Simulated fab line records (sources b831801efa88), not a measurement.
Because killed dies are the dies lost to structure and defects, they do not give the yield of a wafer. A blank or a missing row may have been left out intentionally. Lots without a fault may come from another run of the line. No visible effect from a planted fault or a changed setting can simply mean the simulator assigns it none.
fab line records :: flow sky130
record:
  lots: 13
  wafers: 39
  lastDay: 51
route steps=708 shown FIELD_ISO@26 VT_ADJUST_PCH@152 POLY_GATE@235 LDD_HVN@275
lots that met no fault: taken from a fault-free run of the same line
startH: hours from the record's first day to the start of the lot's first wafer shown :: waitH: hours from the lot's prior step to this one :: " identical to the entry in the row above :: L1.1+2: a single row standing in for several wafers :: - no value present, or no start provided :: * or withheld: withheld :: < > ~ a bound
route shown NAME@n: names a module that has steps shown in the file, with the first one's number in the route :: usual: mean/standard deviation taken from wafers without a fault :: same: alike in all rows :: chamber/n: place in a boat :: sites: the reading at each site :: _std_site: the standard deviation of these :: _edge_site: outer sites' mean less inner sites' :: radiusMm: for every site, how far away it sits from the centre of the wafer :: mask NAME#n: copy n :: behind: tool/chamber where the wafer was last shaped :: hold: cause of the lot's hold/its duration in hours/its outcome :: device: transistor that didn't switch, given as n, p or np :: end of line: tests of these same wafers at the route's end :: for a step that has no rows: nothing shown but its recipe :: killed: at the first sort, the dies lost to defects and structure; wafer yield is something else :: map: a wafer's dies, marking killed ones x, the rest . and places with no die _
set.NAME: the setting that was run; set.NAME@STEP: the one run at that earlier step :: model.NAME: the simulator's own value behind a step, which no gauge read
route steps across a sampled set of lots; one table per step, one row per wafer
services: when a tool's chamber went out of use (startH, in hours from the record's first day, below 0 if earlier), for how many hours, and the reason
== steps ==
step: SKY_FIELD_ISO_THK_MEAS_25
recipe:
  reads: SiO2_of_FIELD_ISO_CVD_24
usual:
  FIELD_ISO_CVD_24_THK: 595/5.7
lot.wafer: L614.1
tool: filmMetro-03
chamber: -
startH: 38.09
waitH: 0.0
FIELD_ISO_CVD_24_THK[nm]: 596

lot.wafer: L614.3
tool: filmMetro-03
chamber: -
startH: 38.09
waitH: 0.0
FIELD_ISO_CVD_24_THK[nm]: 599

lot.wafer: L614.6
tool: filmMetro-03
chamber: -
startH: 38.09
waitH: 0.0
FIELD_ISO_CVD_24_THK[nm]: 596

lot.wafer: L615.3
tool: filmMetro-03
chamber: -
startH: 46.75
waitH: 0.1
FIELD_ISO_CVD_24_THK[nm]: 595

lot.wafer: L615.4
tool: filmMetro-03
chamber: -
startH: 46.75
waitH: 0.1
FIELD_ISO_CVD_24_THK[nm]: 595

lot.wafer: L615.6
tool: filmMetro-03
chamber: -
startH: 46.75
waitH: 0.1
FIELD_ISO_CVD_24_THK[nm]: 595

lot.wafer: L616.1
tool: filmMetro-03
chamber: -
startH: 54.38
waitH: 0.0
FIELD_ISO_CVD_24_THK[nm]: 589

lot.wafer: L616.4
tool: filmMetro-03
chamber: -
startH: 54.38
waitH: 0.0
FIELD_ISO_CVD_24_THK[nm]: 596

lot.wafer: L616.5
tool: filmMetro-03
chamber: -
startH: 54.38
waitH: 0.0
FIELD_ISO_CVD_24_THK[nm]: 592

lot.wafer: L617.2
tool: filmMetro-04
chamber: -
startH: 54.39
waitH: 0.0
FIELD_ISO_CVD_24_THK[nm]: 589

lot.wafer: L617.3
tool: filmMetro-04
chamber: -
startH: 54.39
waitH: 0.0
FIELD_ISO_CVD_24_THK[nm]: 587

lot.wafer: L617.5
tool: filmMetro-04
chamber: -
startH: 54.39
waitH: 0.0
FIELD_ISO_CVD_24_THK[nm]: 586

lot.wafer: L618.1
tool: filmMetro-02
chamber: -
startH: 59.72
waitH: 0.0
FIELD_ISO_CVD_24_THK[nm]: 599

lot.wafer: L618.4
tool: filmMetro-02
chamber: -
startH: 59.72
waitH: 0.0
FIELD_ISO_CVD_24_THK[nm]: 589

lot.wafer: L618.5
tool: filmMetro-02
chamber: -
startH: 59.72
waitH: 0.0
FIELD_ISO_CVD_24_THK[nm]: 598

lot.wafer: L619.1
tool: filmMetro-02
chamber: -
startH: 69.68
waitH: 0.0
FIELD_ISO_CVD_24_THK[nm]: 597

lot.wafer: L619.4
tool: filmMetro-02
chamber: -
startH: 69.68
waitH: 0.0
FIELD_ISO_CVD_24_THK[nm]: 600

lot.wafer: L619.6
tool: filmMetro-02
chamber: -
startH: 69.68
waitH: 0.0
FIELD_ISO_CVD_24_THK[nm]: 594

lot.wafer: L621.2
tool: filmMetro-02
chamber: -
startH: 76.82
waitH: 0.0
FIELD_ISO_CVD_24_THK[nm]: 605

lot.wafer: L621.3
tool: filmMetro-02
chamber: -
startH: 76.82
waitH: 0.0
FIELD_ISO_CVD_24_THK[nm]: 603

lot.wafer: L621.6
tool: filmMetro-02
chamber: -
startH: 76.82
waitH: 0.0
FIELD_ISO_CVD_24_THK[nm]: 606

lot.wafer: L625.1
tool: filmMetro-04
chamber: -
startH: 96.60
waitH: 0.0
FIELD_ISO_CVD_24_THK[nm]: 590

lot.wafer: L625.4
tool: filmMetro-04
chamber: -
startH: 96.60
waitH: 0.0
FIELD_ISO_CVD_24_THK[nm]: 583

lot.wafer: L625.6
tool: filmMetro-04
chamber: -
startH: 96.60
waitH: 0.0
FIELD_ISO_CVD_24_THK[nm]: 593

lot.wafer: L624.1
tool: filmMetro-03
chamber: -
startH: 96.63
waitH: 0.1
FIELD_ISO_CVD_24_THK[nm]: 593

lot.wafer: L624.5
tool: filmMetro-03
chamber: -
startH: 96.63
waitH: 0.1
FIELD_ISO_CVD_24_THK[nm]: 586

lot.wafer: L624.6
tool: filmMetro-03
chamber: -
startH: 96.63
waitH: 0.1
FIELD_ISO_CVD_24_THK[nm]: 592

lot.wafer: L627.1
tool: filmMetro-04
chamber: -
startH: 105.99
waitH: 0.0
FIELD_ISO_CVD_24_THK[nm]: 597

lot.wafer: L627.2
tool: filmMetro-04
chamber: -
startH: 105.99
waitH: 0.0
FIELD_ISO_CVD_24_THK[nm]: 595

lot.wafer: L627.6
tool: filmMetro-04
chamber: -
startH: 105.99
waitH: 0.0
FIELD_ISO_CVD_24_THK[nm]: 596

lot.wafer: L628.1
tool: filmMetro-04
chamber: -
startH: 111.42
waitH: 0.0
FIELD_ISO_CVD_24_THK[nm]: 597

lot.wafer: L628.4
tool: filmMetro-04
chamber: -
startH: 111.42
waitH: 0.0
FIELD_ISO_CVD_24_THK[nm]: 591

lot.wafer: L628.6
tool: filmMetro-04
chamber: -
startH: 111.42
waitH: 0.0
FIELD_ISO_CVD_24_THK[nm]: 590

lot.wafer: L634.3
tool: filmMetro-04
chamber: -
startH: 142.79
waitH: 0.1
FIELD_ISO_CVD_24_THK[nm]: 607

lot.wafer: L634.4
tool: filmMetro-04
chamber: -
startH: 142.79
waitH: 0.1
FIELD_ISO_CVD_24_THK[nm]: 603

lot.wafer: L634.5
tool: filmMetro-04
chamber: -
startH: 142.79
waitH: 0.1
FIELD_ISO_CVD_24_THK[nm]: 599

lot.wafer: L636.2
tool: filmMetro-02
chamber: -
startH: 153.74
waitH: 0.0
FIELD_ISO_CVD_24_THK[nm]: 587

lot.wafer: L636.5
tool: filmMetro-02
chamber: -
startH: 153.74
waitH: 0.0
FIELD_ISO_CVD_24_THK[nm]: 586

lot.wafer: L636.6
tool: filmMetro-02
chamber: -
startH: 153.74
waitH: 0.0
FIELD_ISO_CVD_24_THK[nm]: 597
step: SKY_VT_ADJUST_PCH_STRIP_09
recipe:
  chemistry: O2/N2
  powerW: 1400
  pressureMtorr: 1500
  platenTempC: withheld
  o2FlowSccm: 3000
  n2FlowSccm: 300
  overashFraction: 0.5
usual:
  drypumpMotorCurrentA: 5.5/0.35
  oesProductAu: 0.722/0.0046
  stripTimeToEndpointS: 36.91/0.12
lot.wafer: L614.1
tool: plasmaAsher-03
chamber: 0
startH: 234.82
waitH: 0.1
drypumpMotorCurrentA: 5.3
oesProductAu: 0.724
rfHoursCounterH: 11
stripTimeToEndpointS: 36.81

lot.wafer: L614.3
tool: plasmaAsher-03
chamber: 1
startH: 234.82
waitH: 0.1
drypumpMotorCurrentA: 5.9
oesProductAu: 0.719
rfHoursCounterH: -
stripTimeToEndpointS: 36.79

lot.wafer: L614.6
tool: plasmaAsher-03
chamber: 0
startH: 234.82
waitH: 0.1
drypumpMotorCurrentA: 5.3
oesProductAu: 0.712
rfHoursCounterH: -
stripTimeToEndpointS: 36.82

lot.wafer: L615.3
tool: plasmaAsher-02
chamber: 1
startH: 253.08
waitH: 0.1
drypumpMotorCurrentA: 5.4
oesProductAu: 0.717
rfHoursCounterH: -
stripTimeToEndpointS: 36.68

lot.wafer: L615.4
tool: plasmaAsher-02
chamber: 0
startH: 253.08
waitH: 0.1
drypumpMotorCurrentA: 5.1
oesProductAu: 0.729
rfHoursCounterH: -
stripTimeToEndpointS: 36.81

lot.wafer: L615.6
tool: plasmaAsher-02
chamber: 0
startH: 253.08
waitH: 0.1
drypumpMotorCurrentA: 5.1
oesProductAu: 0.714
rfHoursCounterH: -
stripTimeToEndpointS: 36.80

lot.wafer: L617.2
tool: plasmaAsher-03
chamber: 0
startH: 255.82
waitH: 0.1
drypumpMotorCurrentA: 5.3
oesProductAu: 0.719
rfHoursCounterH: 13
stripTimeToEndpointS: 37.00

lot.wafer: L617.3
tool: plasmaAsher-03
chamber: 0
startH: 255.82
waitH: 0.1
drypumpMotorCurrentA: 5.3
oesProductAu: 0.726
rfHoursCounterH: -
stripTimeToEndpointS: 36.86

lot.wafer: L617.5
tool: plasmaAsher-03
chamber: 0
startH: 255.82
waitH: 0.1
drypumpMotorCurrentA: 5.3
oesProductAu: 0.723
rfHoursCounterH: -
stripTimeToEndpointS: 36.93

lot.wafer: L616.1
tool: plasmaAsher-03
chamber: 0
startH: 257.07
waitH: 0.1
drypumpMotorCurrentA: 5.3
oesProductAu: 0.728
rfHoursCounterH: 14
stripTimeToEndpointS: 36.85

lot.wafer: L616.4
tool: plasmaAsher-03
chamber: 0
startH: 257.07
waitH: 0.1
drypumpMotorCurrentA: 5.3
oesProductAu: 0.712
rfHoursCounterH: -
stripTimeToEndpointS: 36.90

lot.wafer: L616.5
tool: plasmaAsher-03
chamber: 0
startH: 257.07
waitH: 0.1
drypumpMotorCurrentA: 5.3
oesProductAu: 0.728
rfHoursCounterH: -
stripTimeToEndpointS: 36.83

lot.wafer: L618.1
tool: plasmaAsher-03
chamber: 0
startH: 273.07
waitH: 0.1
drypumpMotorCurrentA: 5.3
oesProductAu: 0.721
rfHoursCounterH: 15
stripTimeToEndpointS: 37.06

lot.wafer: L618.4
tool: plasmaAsher-03
chamber: 0
startH: 273.07
waitH: 0.1
drypumpMotorCurrentA: 5.3
oesProductAu: 0.729
rfHoursCounterH: -
stripTimeToEndpointS: 37.01

lot.wafer: L618.5
tool: plasmaAsher-03
chamber: 0
startH: 273.07
waitH: 0.1
drypumpMotorCurrentA: 5.3
oesProductAu: 0.719
rfHoursCounterH: -
stripTimeToEndpointS: 37.02

lot.wafer: L619.1
tool: plasmaAsher-02
chamber: 1
startH: 287.25
waitH: 0.1
drypumpMotorCurrentA: 5.4
oesProductAu: 0.721
rfHoursCounterH: 59
stripTimeToEndpointS: 36.92

lot.wafer: L619.4
tool: plasmaAsher-02
chamber: 1
startH: 287.25
waitH: 0.1
drypumpMotorCurrentA: 5.4
oesProductAu: 0.724
rfHoursCounterH: -
stripTimeToEndpointS: 36.90

lot.wafer: L619.6
tool: plasmaAsher-02
chamber: 1
startH: 287.25
waitH: 0.1
drypumpMotorCurrentA: 5.4
oesProductAu: 0.717
rfHoursCounterH: -
stripTimeToEndpointS: 36.90

lot.wafer: L621.2
tool: plasmaAsher-03
chamber: 0
startH: 294.20
waitH: 0.1
drypumpMotorCurrentA: 5.3
oesProductAu: 0.715
rfHoursCounterH: 17
stripTimeToEndpointS: 36.82

lot.wafer: L621.3
tool: plasmaAsher-03
chamber: 1
startH: 294.20
waitH: 0.1
drypumpMotorCurrentA: 6.0
oesProductAu: 0.728
rfHoursCounterH: -
stripTimeToEndpointS: 36.82

lot.wafer: L621.6
tool: plasmaAsher-03
chamber: 0
startH: 294.20
waitH: 0.1
drypumpMotorCurrentA: 5.3
oesProductAu: 0.723
rfHoursCounterH: -
stripTimeToEndpointS: 36.89

lot.wafer: L625.1
tool: plasmaAsher-01
chamber: 1
startH: 319.22
waitH: 0.1
drypumpMotorCurrentA: 4.9
oesProductAu: 0.720
rfHoursCounterH: 63
stripTimeToEndpointS: 37.00

lot.wafer: L625.4
tool: plasmaAsher-01
chamber: 1
startH: 319.22
waitH: 0.1
drypumpMotorCurrentA: 4.9
oesProductAu: 0.719
rfHoursCounterH: -
stripTimeToEndpointS: 37.02

lot.wafer: L625.6
tool: plasmaAsher-01
chamber: 1
startH: 319.22
waitH: 0.1
drypumpMotorCurrentA: 4.9
oesProductAu: 0.722
rfHoursCounterH: -
stripTimeToEndpointS: 36.98

lot.wafer: L624.1
tool: plasmaAsher-03
chamber: 0
startH: 320.52
waitH: 0.1
drypumpMotorCurrentA: 5.3
oesProductAu: 0.725
rfHoursCounterH: 20
stripTimeToEndpointS: 37.00

lot.wafer: L624.5
tool: plasmaAsher-03
chamber: 1
startH: 320.52
waitH: 0.1
drypumpMotorCurrentA: 5.9
oesProductAu: 0.715
rfHoursCounterH: -
stripTimeToEndpointS: 37.13

lot.wafer: L624.6
tool: plasmaAsher-03
chamber: 0
startH: 320.52
waitH: 0.1
drypumpMotorCurrentA: 5.3
oesProductAu: 0.721
rfHoursCounterH: -
stripTimeToEndpointS: 37.13

lot.wafer: L627.1
tool: plasmaAsher-01
chamber: 1
startH: 336.40
waitH: 0.1
drypumpMotorCurrentA: 5.0
oesProductAu: 0.720
rfHoursCounterH: 65
stripTimeToEndpointS: 36.89

lot.wafer: L627.2
tool: plasmaAsher-01
chamber: 0
startH: 336.40
waitH: 0.1
drypumpMotorCurrentA: 5.7
oesProductAu: 0.724
rfHoursCounterH: 65
stripTimeToEndpointS: 36.95

lot.wafer: L627.6
tool: plasmaAsher-01
chamber: 0
startH: 336.40
waitH: 0.1
drypumpMotorCurrentA: 5.7
oesProductAu: 0.713
rfHoursCounterH: -
stripTimeToEndpointS: 37.01

lot.wafer: L628.1
tool: plasmaAsher-03
chamber: 0
startH: 341.57
waitH: 0.1
drypumpMotorCurrentA: 5.3
oesProductAu: 0.723
rfHoursCounterH: 22
stripTimeToEndpointS: 36.75

lot.wafer: L628.4
tool: plasmaAsher-03
chamber: 1
startH: 341.57
waitH: 0.1
drypumpMotorCurrentA: 5.9
oesProductAu: 0.726
rfHoursCounterH: -
stripTimeToEndpointS: 36.82

lot.wafer: L628.6
tool: plasmaAsher-03
chamber: 0
startH: 341.57
waitH: 0.1
drypumpMotorCurrentA: 5.3
oesProductAu: 0.721
rfHoursCounterH: -
stripTimeToEndpointS: 36.79

lot.wafer: L634.3
tool: plasmaAsher-01
chamber: 1
startH: 385.95
waitH: 0.1
drypumpMotorCurrentA: 4.9
oesProductAu: 0.730
rfHoursCounterH: -
stripTimeToEndpointS: 36.86

lot.wafer: L634.4
tool: plasmaAsher-01
chamber: 0
startH: 385.95
waitH: 0.1
drypumpMotorCurrentA: 5.7
oesProductAu: 0.725
rfHoursCounterH: -
stripTimeToEndpointS: 36.81

lot.wafer: L634.5
tool: plasmaAsher-01
chamber: 1
startH: 385.95
waitH: 0.1
drypumpMotorCurrentA: 4.9
oesProductAu: 0.727
rfHoursCounterH: -
stripTimeToEndpointS: 36.88

lot.wafer: L636.2
tool: plasmaAsher-02
chamber: 0
startH: 411.10
waitH: 0.1
drypumpMotorCurrentA: 5.1
oesProductAu: 0.726
rfHoursCounterH: 70
stripTimeToEndpointS: 36.87

lot.wafer: L636.5
tool: plasmaAsher-02
chamber: 1
startH: 411.10
waitH: 0.1
drypumpMotorCurrentA: 5.4
oesProductAu: 0.720
rfHoursCounterH: -
stripTimeToEndpointS: 37.06

lot.wafer: L636.6
tool: plasmaAsher-02
chamber: 0
startH: 411.10
waitH: 0.1
drypumpMotorCurrentA: 5.1
oesProductAu: 0.728
rfHoursCounterH: -
stripTimeToEndpointS: 37.03
step: SKY_POLY_GATE_THK_MEAS_21
recipe:
  reads: SiO2_of_POLY_GATE_OXIDATION_20
usual:
  POLY_GATE_OXIDATION_THK: 4.04/0.085
lot.wafer: L614.1
tool: filmMetro-01
chamber: -
startH: 381.03
waitH: 0.0
POLY_GATE_OXIDATION_THK[nm]: 3.88

lot.wafer: L614.3
tool: filmMetro-01
chamber: -
startH: 381.03
waitH: 0.0
POLY_GATE_OXIDATION_THK[nm]: 4.03

lot.wafer: L614.6
tool: filmMetro-01
chamber: -
startH: 381.03
waitH: 0.0
POLY_GATE_OXIDATION_THK[nm]: 3.95

lot.wafer: L617.2
tool: filmMetro-01
chamber: -
startH: 402.54
waitH: 0.0
POLY_GATE_OXIDATION_THK[nm]: 3.95

lot.wafer: L617.3
tool: filmMetro-01
chamber: -
startH: 402.54
waitH: 0.0
POLY_GATE_OXIDATION_THK[nm]: 3.98

lot.wafer: L617.5
tool: filmMetro-01
chamber: -
startH: 402.54
waitH: 0.0
POLY_GATE_OXIDATION_THK[nm]: 3.97

lot.wafer: L615.3
tool: filmMetro-03
chamber: -
startH: 402.55
waitH: 0.0
POLY_GATE_OXIDATION_THK[nm]: 3.99

lot.wafer: L615.4
tool: filmMetro-03
chamber: -
startH: 402.55
waitH: 0.0
POLY_GATE_OXIDATION_THK[nm]: 4.04

lot.wafer: L615.6
tool: filmMetro-03
chamber: -
startH: 402.55
waitH: 0.0
POLY_GATE_OXIDATION_THK[nm]: 3.98

lot.wafer: L616.1
tool: filmMetro-01
chamber: -
startH: 410.17
waitH: 0.0
POLY_GATE_OXIDATION_THK[nm]: 3.91

lot.wafer: L616.4
tool: filmMetro-01
chamber: -
startH: 410.17
waitH: 0.0
POLY_GATE_OXIDATION_THK[nm]: 3.89

lot.wafer: L616.5
tool: filmMetro-01
chamber: -
startH: 410.17
waitH: 0.0
POLY_GATE_OXIDATION_THK[nm]: 3.98

lot.wafer: L618.1
tool: filmMetro-03
chamber: -
startH: 428.50
waitH: 0.0
POLY_GATE_OXIDATION_THK[nm]: 4.01

lot.wafer: L618.4
tool: filmMetro-03
chamber: -
startH: 428.50
waitH: 0.0
POLY_GATE_OXIDATION_THK[nm]: 3.98

lot.wafer: L618.5
tool: filmMetro-03
chamber: -
startH: 428.50
waitH: 0.0
POLY_GATE_OXIDATION_THK[nm]: 3.90

lot.wafer: L619.1
tool: filmMetro-03
chamber: -
startH: 443.19
waitH: 0.0
POLY_GATE_OXIDATION_THK[nm]: 3.92

lot.wafer: L619.4
tool: filmMetro-03
chamber: -
startH: 443.19
waitH: 0.0
POLY_GATE_OXIDATION_THK[nm]: 4.03

lot.wafer: L619.6
tool: filmMetro-03
chamber: -
startH: 443.19
waitH: 0.0
POLY_GATE_OXIDATION_THK[nm]: 3.89

lot.wafer: L621.2
tool: filmMetro-01
chamber: -
startH: 449.41
waitH: 0.0
POLY_GATE_OXIDATION_THK[nm]: 3.97

lot.wafer: L621.3
tool: filmMetro-01
chamber: -
startH: 449.41
waitH: 0.0
POLY_GATE_OXIDATION_THK[nm]: 4.02

lot.wafer: L621.6
tool: filmMetro-01
chamber: -
startH: 449.41
waitH: 0.0
POLY_GATE_OXIDATION_THK[nm]: 4.00

lot.wafer: L625.1
tool: filmMetro-02
chamber: -
startH: 512.33
waitH: 0.0
POLY_GATE_OXIDATION_THK[nm]: 4.19

lot.wafer: L625.4
tool: filmMetro-02
chamber: -
startH: 512.33
waitH: 0.0
POLY_GATE_OXIDATION_THK[nm]: 4.22

lot.wafer: L625.6
tool: filmMetro-02
chamber: -
startH: 512.33
waitH: 0.0
POLY_GATE_OXIDATION_THK[nm]: 4.16

lot.wafer: L624.1
tool: filmMetro-03
chamber: -
startH: 512.83
waitH: 0.0
POLY_GATE_OXIDATION_THK[nm]: 4.13

lot.wafer: L624.5
tool: filmMetro-03
chamber: -
startH: 512.83
waitH: 0.0
POLY_GATE_OXIDATION_THK[nm]: 4.07

lot.wafer: L624.6
tool: filmMetro-03
chamber: -
startH: 512.83
waitH: 0.0
POLY_GATE_OXIDATION_THK[nm]: 4.10

lot.wafer: L627.1
tool: filmMetro-03
chamber: -
startH: 513.58
waitH: 0.0
POLY_GATE_OXIDATION_THK[nm]: 3.96

lot.wafer: L627.2
tool: filmMetro-03
chamber: -
startH: 513.58
waitH: 0.0
POLY_GATE_OXIDATION_THK[nm]: 3.96

lot.wafer: L627.6
tool: filmMetro-03
chamber: -
startH: 513.58
waitH: 0.0
POLY_GATE_OXIDATION_THK[nm]: 3.95

lot.wafer: L628.1
tool: filmMetro-02
chamber: -
startH: 516.08
waitH: 0.0
POLY_GATE_OXIDATION_THK[nm]: 4.04

lot.wafer: L628.4
tool: filmMetro-02
chamber: -
startH: 516.08
waitH: 0.0
POLY_GATE_OXIDATION_THK[nm]: 4.07

lot.wafer: L628.6
tool: filmMetro-02
chamber: -
startH: 516.08
waitH: 0.0
POLY_GATE_OXIDATION_THK[nm]: 4.09

lot.wafer: L634.3
tool: filmMetro-02
chamber: -
startH: 551.98
waitH: 0.0
POLY_GATE_OXIDATION_THK[nm]: 4.07

lot.wafer: L634.4
tool: filmMetro-02
chamber: -
startH: 551.98
waitH: 0.0
POLY_GATE_OXIDATION_THK[nm]: 4.06

lot.wafer: L634.5
tool: filmMetro-02
chamber: -
startH: 551.98
waitH: 0.0
POLY_GATE_OXIDATION_THK[nm]: 4.06

lot.wafer: L636.2
tool: filmMetro-03
chamber: -
startH: 575.95
waitH: 0.0
POLY_GATE_OXIDATION_THK[nm]: 3.97

lot.wafer: L636.5
tool: filmMetro-03
chamber: -
startH: 575.95
waitH: 0.0
POLY_GATE_OXIDATION_THK[nm]: 4.05

lot.wafer: L636.6
tool: filmMetro-03
chamber: -
startH: 575.95
waitH: 0.0
POLY_GATE_OXIDATION_THK[nm]: 4.03
step: SKY_LDD_HVN_IMPLANT_08
recipe:
  species: P
  energyKev: 60
  doseCm2: 3e+13
  tiltDeg: 40
usual:
  doseIonsCm2: 3.001e+13/3.4e+10
same:
  implantIonAmu: 31
lot.wafer: L614.1
tool: implanter-02
chamber: 0
startH: 472.47
waitH: 0.0
doseIonsCm2: 2.999e+13

lot.wafer: L614.3
tool: implanter-02
chamber: 0
startH: 472.47
waitH: 0.0
doseIonsCm2: 3.008e+13

lot.wafer: L614.6
tool: implanter-02
chamber: 0
startH: 472.47
waitH: 0.0
doseIonsCm2: 2.999e+13

lot.wafer: L615.3
tool: implanter-02
chamber: 0
startH: 495.15
waitH: 0.1
doseIonsCm2: 3.002e+13

lot.wafer: L615.4
tool: implanter-02
chamber: 0
startH: 495.15
waitH: 0.1
doseIonsCm2: 2.997e+13

lot.wafer: L615.6
tool: implanter-02
chamber: 0
startH: 495.15
waitH: 0.1
doseIonsCm2: 3.002e+13

lot.wafer: L617.2
tool: implanter-03
chamber: 0
startH: 496.04
waitH: 0.0
doseIonsCm2: 3.001e+13

lot.wafer: L617.3
tool: implanter-03
chamber: 0
startH: 496.04
waitH: 0.0
doseIonsCm2: 2.998e+13

lot.wafer: L617.5
tool: implanter-03
chamber: 0
startH: 496.04
waitH: 0.0
doseIonsCm2: 2.997e+13

lot.wafer: L616.1
tool: implanter-04
chamber: 0
startH: 503.17
waitH: 0.0
doseIonsCm2: 2.993e+13

lot.wafer: L616.4
tool: implanter-04
chamber: 0
startH: 503.17
waitH: 0.0
doseIonsCm2: 2.997e+13

lot.wafer: L616.5
tool: implanter-04
chamber: 0
startH: 503.17
waitH: 0.0
doseIonsCm2: 3.001e+13

lot.wafer: L618.1
tool: implanter-04
chamber: 0
startH: 520.70
waitH: 0.0
doseIonsCm2: 2.996e+13

lot.wafer: L618.4
tool: implanter-04
chamber: 0
startH: 520.70
waitH: 0.0
doseIonsCm2: 2.999e+13

lot.wafer: L618.5
tool: implanter-04
chamber: 0
startH: 520.70
waitH: 0.0
doseIonsCm2: 2.996e+13

lot.wafer: L619.1
tool: implanter-04
chamber: 0
startH: 535.92
waitH: 0.0
doseIonsCm2: 3e+13

lot.wafer: L619.4
tool: implanter-04
chamber: 0
startH: 535.92
waitH: 0.0
doseIonsCm2: 3.005e+13

lot.wafer: L619.6
tool: implanter-04
chamber: 0
startH: 535.92
waitH: 0.0
doseIonsCm2: 3e+13

lot.wafer: L621.2
tool: implanter-03
chamber: 0
startH: 542.39
waitH: 0.0
doseIonsCm2: 3.012e+13

lot.wafer: L621.3
tool: implanter-03
chamber: 0
startH: 542.39
waitH: 0.0
doseIonsCm2: 3.004e+13

lot.wafer: L621.6
tool: implanter-03
chamber: 0
startH: 542.39
waitH: 0.0
doseIonsCm2: 3.005e+13

lot.wafer: L625.1
tool: implanter-02
chamber: 0
startH: 602.55
waitH: 0.0
doseIonsCm2: 3.003e+13

lot.wafer: L625.4
tool: implanter-02
chamber: 0
startH: 602.55
waitH: 0.0
doseIonsCm2: 3.002e+13

lot.wafer: L625.6
tool: implanter-02
chamber: 0
startH: 602.55
waitH: 0.0
doseIonsCm2: 2.999e+13

lot.wafer: L624.1
tool: implanter-03
chamber: 0
startH: 604.40
waitH: 0.0
doseIonsCm2: 3.068e+13

lot.wafer: L624.5
tool: implanter-03
chamber: 0
startH: 604.40
waitH: 0.0
doseIonsCm2: 3.066e+13

lot.wafer: L624.6
tool: implanter-03
chamber: 0
startH: 604.40
waitH: 0.0
doseIonsCm2: 3.072e+13

lot.wafer: L627.1
tool: implanter-03
chamber: 0
startH: 604.97
waitH: 0.0
doseIonsCm2: 3.07e+13

lot.wafer: L627.2
tool: implanter-03
chamber: 0
startH: 604.97
waitH: 0.0
doseIonsCm2: 3.067e+13

lot.wafer: L627.6
tool: implanter-03
chamber: 0
startH: 604.97
waitH: 0.0
doseIonsCm2: 3.069e+13

lot.wafer: L628.1
tool: implanter-04
chamber: 0
startH: 607.70
waitH: 0.0
doseIonsCm2: 3e+13

lot.wafer: L628.4
tool: implanter-04
chamber: 0
startH: 607.70
waitH: 0.0
doseIonsCm2: 3.005e+13

lot.wafer: L628.6
tool: implanter-04
chamber: 0
startH: 607.70
waitH: 0.0
doseIonsCm2: 3.002e+13

lot.wafer: L634.3
tool: implanter-04
chamber: 0
startH: 642.05
waitH: 0.1
doseIonsCm2: 2.998e+13

lot.wafer: L634.4
tool: implanter-04
chamber: 0
startH: 642.05
waitH: 0.1
doseIonsCm2: 3.002e+13

lot.wafer: L634.5
tool: implanter-04
chamber: 0
startH: 642.05
waitH: 0.1
doseIonsCm2: 3.004e+13

lot.wafer: L636.2
tool: implanter-03
chamber: 0
startH: 664.22
waitH: 0.0
doseIonsCm2: 3.003e+13

lot.wafer: L636.5
tool: implanter-03
chamber: 0
startH: 664.22
waitH: 0.0
doseIonsCm2: 3.005e+13

lot.wafer: L636.6
tool: implanter-03
chamber: 0
startH: 664.22
waitH: 0.0
doseIonsCm2: 3.006e+13
== services ==
tool: implanter-04
chamber: -
startH: 216.68
hours: 1.1
kind: repair

tool: implanter-03
chamber: -
startH: 234.22
hours: 2.3
kind: pm

tool: plasmaAsher-01
chamber: -
startH: 244.93
hours: 0.5
kind: repair

tool: plasmaAsher-01
chamber: -
startH: 252.68
hours: 9.1
kind: repair

tool: plasmaAsher-03
chamber: -
startH: 279.11
hours: 2.8
kind: pm

tool: implanter-04
chamber: -
startH: 287.19
hours: 2.2
kind: repair

tool: implanter-03
chamber: -
startH: 290.35
hours: 2.0
kind: pm

tool: implanter-03
chamber: -
startH: 292.36
hours: 13.6
kind: pm

tool: plasmaAsher-02
chamber: -
startH: 295.69
hours: 2.2
kind: repair

tool: implanter-03
chamber: -
startH: 314.74
hours: 2.1
kind: repair

tool: plasmaAsher-02
chamber: -
startH: 317.88
hours: 5.0
kind: repair

tool: implanter-04
chamber: -
startH: 326.33
hours: 1.4
kind: repair

tool: implanter-04
chamber: -
startH: 327.69
hours: 4.9
kind: pm

tool: implanter-02
chamber: -
startH: 330.83
hours: 3.2
kind: repair

tool: plasmaAsher-01
chamber: -
startH: 346.97
hours: 1.5
kind: repair

tool: implanter-03
chamber: -
startH: 354.22
hours: 2.9
kind: repair

tool: plasmaAsher-02
chamber: -
startH: 357.40
hours: 0.4
kind: repair

tool: implanter-03
chamber: -
startH: 395.89
hours: 2.1
kind: repair

tool: implanter-03
chamber: -
startH: 451.35
hours: 1.1
kind: repair

tool: implanter-04
chamber: -
startH: 531.88
hours: 1.8
kind: repair

tool: implanter-03
chamber: -
startH: 537.38
hours: 0.7
kind: repair

tool: implanter-03
chamber: -
startH: 575.52
hours: 20.8
kind: repair

tool: plasmaAsher-03
chamber: -
startH: 582.46
hours: 0.4
kind: repair

tool: implanter-04
chamber: -
startH: 608.60
hours: 2.8
kind: repair
== key ==
firstSign:
  step: SKY_LDD_HVN_IMPLANT_08
  reading: doseIonsCm2
  direction: up
  sigmas: 20
  usual: *
  struck: *
effect none on later readings
metAt SKY_LDD_HVN_IMPLANT_08
struckLots L624,L627
testerLeftOut L624,L627
notActingAt SKY_FIELD_ISO_THK_MEAS_25,SKY_VT_ADJUST_PCH_STRIP_09,SKY_POLY_GATE_THK_MEAS_21
onsetBetween 542.39 604.40
fault:
  kind: processParameterDrift
  tool: implanter-03
  chamber: -
  onsetH: 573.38
  steps: SKY_LDD_HVN_IMPLANT_08
  channel: doseCm2
  offset: *
  shape: step
  endH: 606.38
  actsIn: *
  stated: *
testerLeftOut: of these lots the tester's yield and bins aren't shown, on N5 and GAA mostly nor the transistor test; their killed dies are dies lost to structure and defects alone, not to doping, threshold or leakage, so they don't give the yield
